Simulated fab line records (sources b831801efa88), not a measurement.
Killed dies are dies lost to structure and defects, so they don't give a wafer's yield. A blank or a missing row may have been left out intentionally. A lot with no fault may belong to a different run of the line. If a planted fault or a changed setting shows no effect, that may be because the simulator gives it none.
fab line records -- flow sky130
record lots=4, wafers=12, last-day=49
route steps=708 shown SD_P@324 RES_XHIGH@332 SD_N@342 SALICIDE@361 LI_CONTACT@362 PAD_OPEN@708
lots that met no fault: taken from a fault-free run of the same line
start-h: hours from the record's first day to the start of the lot's first wafer shown -- wait-h: how many hours have passed since the lot's step before this one -- " as in the row above -- L1.1+2: a single row standing in for several wafers -- - no value, or no start was given -- * or withheld: withheld -- < > ~ a bound
route shown NAME@n: names a module that has steps shown in the file, with the first one's number in the route -- usual: average and standard deviation across the fault-free wafers -- same: alike in all rows -- chamber/n: place in a boat -- sites: per-site readings -- _std_site: the standard deviation of these -- _edge_site: inner sites' mean taken away from outer sites' mean -- radius-mm: how far each site lies from the wafer's centre -- mask NAME#n: copy n -- behind: tool/chamber where the wafer was last shaped -- hold: reason for holding the lot/hours on hold/outcome of the hold -- device: the n, p or np transistor that did not switch -- end of line: the tests these same wafers got at the end of their route -- a step given without rows: its recipe and nothing more -- killed: count of dies lost to structure and defects at first sort (not the wafer's yield) -- map: shows each die of a wafer: x if killed, . if not, _ if none is there
set.NAME: setting as actually run; set.NAME@STEP: the setting as run at that earlier step -- model.NAME: the simulator's own value behind a step, which no gauge read
certain route steps with their lots: each step a table, each wafer a row
services: when a tool's chamber went out of use (start-h, in hours from the record's first day, below 0 if earlier), for how many hours, and the reason
## steps
# step SKY_SD_P_EXPOSE_04
# recipe mask-id=PSDM, na=0.6, source-shape=conventional, sigma-outer=0.6, polarization=unpolarized, target-cd-nm=380, dose-mj=138
# step SKY_SD_P_PEB_05
# recipe temp-c=withheld, time-s=*, resist=NOVOLAK
# step SKY_SD_P_DEVELOP_06
# recipe resist=NOVOLAK, developer=TMAH, develop-time-s=60, dev-temp-c=23
# step SKY_SD_P_IMPLANT_09
# recipe species=BF2, energy-kev=20, dose-cm2=3e+15, tilt-deg=0
# step SKY_SD_P_STRIP_10
# recipe chemistry=O2/N2, power-w=1400, pressure-mtorr=1500, platen-temp-c=withheld, o2-flow-sccm=3000, n2-flow-sccm=300, overash-fraction=0.5
# step SKY_RES_XHIGH_DEHYDRATE_00
# recipe temp-c=200, time-s=60
# step SKY_RES_XHIGH_HMDS_01
# recipe prime-time-s=60, prime-temp-c=120
# step SKY_RES_XHIGH_COAT_02
# recipe resist=NOVOLAK, spin-rpm=3000, resist-thk-nm=1140
# step SKY_RES_XHIGH_SOFTBAKE_03
# recipe temp-c=90, time-s=60, resist=NOVOLAK
# step SKY_RES_XHIGH_EXPOSE_04
# recipe mask-id=URPM, na=0.6, source-shape=conventional, sigma-outer=0.6, polarization=unpolarized, target-cd-nm=1270, dose-mj=140
# same sigma-outer=0.6
lot.wafer,tool,chamber,start-h,wait-h,mask,model.RES_XHIGH.overlay-x-nm
L222.1+4+6,iline-stepper-02,0,626.05,-,URPM#0,-0.9145
L225.1+2+3,iline-stepper-01,0,661.13,-,URPM#0,0.1662
L233.1+2+5,iline-stepper-01,0,730.70,-,URPM#0,232.4
L234.1+2+4,iline-stepper-01,0,735.08,-,URPM#0,231.4
# step SKY_RES_XHIGH_PEB_05
# recipe temp-c=withheld, time-s=*, resist=NOVOLAK
# step SKY_RES_XHIGH_DEVELOP_06
# recipe resist=NOVOLAK, developer=TMAH, develop-time-s=60, dev-temp-c=23
# step SKY_RES_XHIGH_IMPLANT_07
# recipe species=BF2, energy-kev=20, dose-cm2=3.6e+14, tilt-deg=0
# step SKY_RES_XHIGH_STRIP_08
# recipe chemistry=O2/N2, power-w=1400, pressure-mtorr=1500, platen-temp-c=withheld, o2-flow-sccm=3000, n2-flow-sccm=300, overash-fraction=0.5
# step SKY_SD_N_DEHYDRATE_00
# recipe temp-c=200, time-s=60
# step SKY_SD_N_HMDS_01
# recipe prime-time-s=60, prime-temp-c=120
# step SKY_SD_N_COAT_02
# recipe resist=NOVOLAK, spin-rpm=3000, resist-thk-nm=1140
# step SKY_SD_N_SOFTBAKE_03
# recipe temp-c=90, time-s=60, resist=NOVOLAK
# step SKY_SD_N_EXPOSE_04
# recipe mask-id=NSDM, na=0.6, source-shape=conventional, sigma-outer=0.6, polarization=unpolarized, target-cd-nm=380, dose-mj=141
# step SKY_SD_N_PEB_05
# recipe temp-c=withheld, time-s=*, resist=NOVOLAK
# step SKY_SD_N_DEVELOP_06
# recipe resist=NOVOLAK, developer=TMAH, develop-time-s=60, dev-temp-c=23
# step SKY_SD_N_IMPLANT_09
# recipe species=As, energy-kev=50, dose-cm2=4e+15, tilt-deg=0
# step SKY_SD_N_IMPLANT_10
# recipe species=P, energy-kev=20, dose-cm2=1e+14, tilt-deg=0
# step SKY_SD_N_STRIP_11
# recipe chemistry=O2/N2, power-w=1400, pressure-mtorr=1500, platen-temp-c=withheld, o2-flow-sccm=3000, n2-flow-sccm=300, overash-fraction=0.5
# step SKY_SD_N_CLEAN_13
# recipe chemistry=SC1/SC2, mix=1:4:20, temp-c=70, time-s=150, dry=n2-spin
# step SKY_SD_N_RTA_14
# recipe temp-c=1075, time-s=2, idle-temp-c=650, ramp-up-c-per-s=150, ramp-down-c-per-s=90, ambient=N2
# step SKY_SALICIDE_CLEAN_00
# recipe chemistry=HF-last, time-s=30, dilution=100:1, dry=ipa-marangoni
# step SKY_LI_CONTACT_HDPCVD_00
# recipe material=PSG, target-thk-nm=930, sigma-open-frac=0.3, time-s=155, temp-c=600, sih4-flow-sccm=60, pressure-mtorr=6
# step SKY_LI_CONTACT_CMP_02
# recipe material=PSG, down-force-psi=4, platen-rpm=60, pad-velocity-m-s=0.94248
# step SKY_PAD_OPEN_PROBE_99
# usual killed_at_M0_to_M3=43/6.8, killed_at_M4_up=3.2/1.8, killed-at-contacts=24/5.2, killed-at-front-end=15/4.2, killed-at-other=0.4/0.62, killed-dies=85/8.7, killed-open=46/6.7, killed-short=39/5.9
# same gross-dies=492, killed-at-back-side=0
lot.wafer,tool,chamber,start-h,wait-h,killed_at_M0_to_M3,killed_at_M4_up,killed-at-contacts,killed-at-front-end,killed-at-other,killed-dies,killed-open,killed-short,model.etest.res-xhigh-po.line-ohm-um,model.etest.res-xhigh-po.width-nm
L222.1,prober-02,-,1091.49,0.1,46,9,16,20,1,92,45,47,5920,356.1
L222.4,prober-02,-,1091.64,0.2,26,5,26,12,1,70,34,36,5766,353.7
L222.6,prober-02,-,1091.74,0.2,52,7,26,18,0,103,48,55,6117,354.5
L225.1,prober-02,-,1115.97,0.1,34,7,22,15,0,78,42,36,6120,346.6
L225.2,prober-02,-,1116.02,0.1,47,4,21,16,1,89,49,40,5894,345.8
L225.3,prober-02,-,1116.07,0.2,45,2,24,15,0,86,47,39,5942,351.6
L233.1,prober-01,-,1162.77,0.1,43,4,19,12,6,84,45,33,6732,314.3
L233.2,prober-01,-,1162.82,0.1,52,4,20,14,7,97,45,45,6653,317
L233.5,prober-01,-,1162.97,0.2,43,1,18,18,6,86,48,32,6738,316.6
L234.1,prober-02,-,1163.92,0.1,41,1,20,22,8,92,46,38,6280,316
L234.2,prober-02,-,1163.97,0.1,46,4,23,22,6,101,56,39,6502,317.7
L234.4,prober-02,-,1164.07,0.2,45,3,26,20,9,103,47,47,6370,318.3
# killed by level:class
L222.1 VIA3:geometric-particle:open=8 VIA1:geometric-particle:short=7 CONTACT:geometric-particle:open=7 VIA1:geometric-particle:open=7 METAL4:geometric-particle:short=7 POLY_GATE:geometric-particle:open=6 METAL1:geometric-particle:short=6 FIELD_ISO:geometric-particle:open=5
L222.4 CONTACT:geometric-particle:short=9 CONTACT:geometric-particle:open=6 FIELD_ISO:geometric-particle:open=4 FIELD_ISO:geometric-particle:short=4 VIA1:geometric-particle:open=4 LI_CONTACT:geometric-particle:open=4 VIA2:geometric-particle:open=4 LI_CONTACT:geometric-particle:short=3
L222.6 METAL2:geometric-particle:short=11 CONTACT:geometric-particle:open=10 VIA1:geometric-particle:open=8 VIA2:geometric-particle:open=7 VIA3:geometric-particle:open=7 CONTACT:geometric-particle:short=6 VIA1:geometric-particle:short=6 METAL4:geometric-particle:short=6
L225.1 LI_CONTACT:geometric-particle:open=7 VIA1:geometric-particle:open=7 CONTACT:geometric-particle:open=6 FIELD_ISO:geometric-particle:open=5 METAL1:geometric-particle:short=5 METAL2:geometric-particle:short=5 METAL2:geometric-particle:open=5 METAL4:geometric-particle:short=5
L225.2 VIA1:geometric-particle:open=12 LI_CONTACT:geometric-particle:open=10 VIA1:geometric-particle:short=8 METAL2:geometric-particle:short=6 VIA3:geometric-particle:short=6 POLY_GATE:geometric-particle:short=5 CONTACT:geometric-particle:open=5 POLY_GATE:geometric-particle:open=4
L225.3 CONTACT:geometric-particle:open=11 METAL1:geometric-particle:short=11 LI_CONTACT:geometric-particle:open=9 VIA3:geometric-particle:open=7 FIELD_ISO:geometric-particle:short=6 VIA1:geometric-particle:open=6 VIA3:geometric-particle:short=5 VIA2:geometric-particle:short=4
L233.1 VIA1:geometric-particle:open=10 CONTACT:geometric-particle:short=8 VIA3:geometric-particle:open=8 CONTACT:geometric-particle:open=7 METAL2:geometric-particle:short=6 RES_XHIGH:overlay=6 VIA2:geometric-particle:open=5 VIA1:geometric-particle:short=4
L233.2 METAL2:geometric-particle:short=11 VIA1:geometric-particle:short=10 VIA1:geometric-particle:open=10 RES_XHIGH:overlay=7 LI_CONTACT:geometric-particle:open=6 FIELD_ISO:geometric-particle:open=5 CONTACT:geometric-particle:open=5 METAL1:geometric-particle:short=4
L233.5 VIA1:geometric-particle:open=9 VIA3:geometric-particle:open=8 LI_CONTACT:geometric-particle:open=8 CONTACT:geometric-particle:open=6 RES_XHIGH:overlay=6 VIA3:geometric-particle:short=5 FIELD_ISO:geometric-particle:open=4 VIA2:geometric-particle:short=4
L234.1 VIA1:geometric-particle:open=12 CONTACT:geometric-particle:open=11 METAL2:geometric-particle:short=9 RES_XHIGH:overlay=8 FIELD_ISO:geometric-particle:open=7 POLY_GATE:geometric-particle:short=6 FIELD_ISO:geometric-particle:short=5 CONTACT:geometric-particle:short=4
L234.2 VIA2:geometric-particle:open=10 VIA3:geometric-particle:open=10 VIA1:geometric-particle:open=10 CONTACT:geometric-particle:open=9 FIELD_ISO:geometric-particle:short=7 RES_XHIGH:overlay=6 LI_CONTACT:geometric-particle:open=5 POLY_GATE:geometric-particle:short=5
L234.4 CONTACT:geometric-particle:open=9 RES_XHIGH:overlay=9 LOCAL_INTERCONNECT:geometric-particle:short=8 VIA2:geometric-particle:open=8 FIELD_ISO:geometric-particle:short=7 METAL1:geometric-particle:short=7 VIA1:geometric-particle:open=7 FIELD_ISO:geometric-particle:open=5
# map L233.2 (x killed, . not)
__________.xx...x..._________
________.............._______
______.........x.xx....x_____
_____................x.x.____
____..x..x...x............___
___x.x..x.x..x.......x...x.__
__.......x......x.....x..x.._
_....xx.....x..x.........x..x
_.........................xxx
_..........x........x........
_xx.x....x...........x.xx...x
_x........xx.x....xx.x.......
_.....x...x..x..........x....
_..xx...........x.....x....x.
_xx..xx........x.....xxxxx...
__..x....x...x....x.x...x..x_
___...x..x..............x.x__
____.......x.x............___
_____..x.......x.........____
______............x..x.._____
________x.x...xxx...x._______
__________xx..xxx..x_________
# map L234.4 (x killed, . not)
__________...x.x...x_________
________.x......x...x._______
______...x.xx..x.xx....._____
_____..................x.____
____xx.....x...x...x..xxx.___
___.x.........x..x..x......__
__x..x.x...x..x..x......x..._
_.............x.x.....xxx....
_.x....x...x.....x.......x..x
_...x......x.....xx...x......
_x.x.....x.......x...x....x..
_.x......x.....x.x.x.x.....x.
_......x.....................
_xx...x.x.x......x.........x.
_.......x......x....x.xx...x.
__.x..x...........x....x..xx_
___x...........xxx.....x...__
____.x.......x......x....x___
_____.....xx.x...xx...x..____
______..x.x......x......_____
________.x..........x._______
__________x.....x..._________
## services
tool,chamber,start-h,hours,kind
iline-stepper-02,-,608.57,4.4,pm
iline-stepper-01,0,622.37,-,calibration
iline-stepper-02,-,713.19,1.7,pm
iline-stepper-02,0,727.50,-,calibration
iline-stepper-02,-,727.85,8.9,pm
## key
first-sign step=SKY_PAD_OPEN_PROBE_99, reading=killed-at-other, direction=up, sigmas=6.6, usual=0.4, struck=7
effect none on later readings
model-effect step=SKY_RES_XHIGH_EXPOSE_04, value=RES_XHIGH.overlay-x-nm, without=-0.5936, struck=231.9
model-effect step=SKY_PAD_OPEN_PROBE_99, value=etest.res-xhigh-po.line-ohm-um, without=5941, struck=6546
met-at SKY_RES_XHIGH_EXPOSE_04
struck-wafers L233.1,L233.2,L233.5,L234.1,L234.2,L234.4
tester-left-out L233,L234
onset-between 661.13 730.70
also-fits time
fault kind=scanner-matching-overlay, tool=iline-stepper-01, chamber=-, onset-h=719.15, steps=SKY_RES_XHIGH_EXPOSE_04, offset=232.52
# tester-left-out: of these lots the tester's yield and bins aren't shown, on N5 and GAA mostly nor the transistor test; their killed dies are dies lost to structure and defects alone, not to doping, threshold or leakage, so they don't give the yield
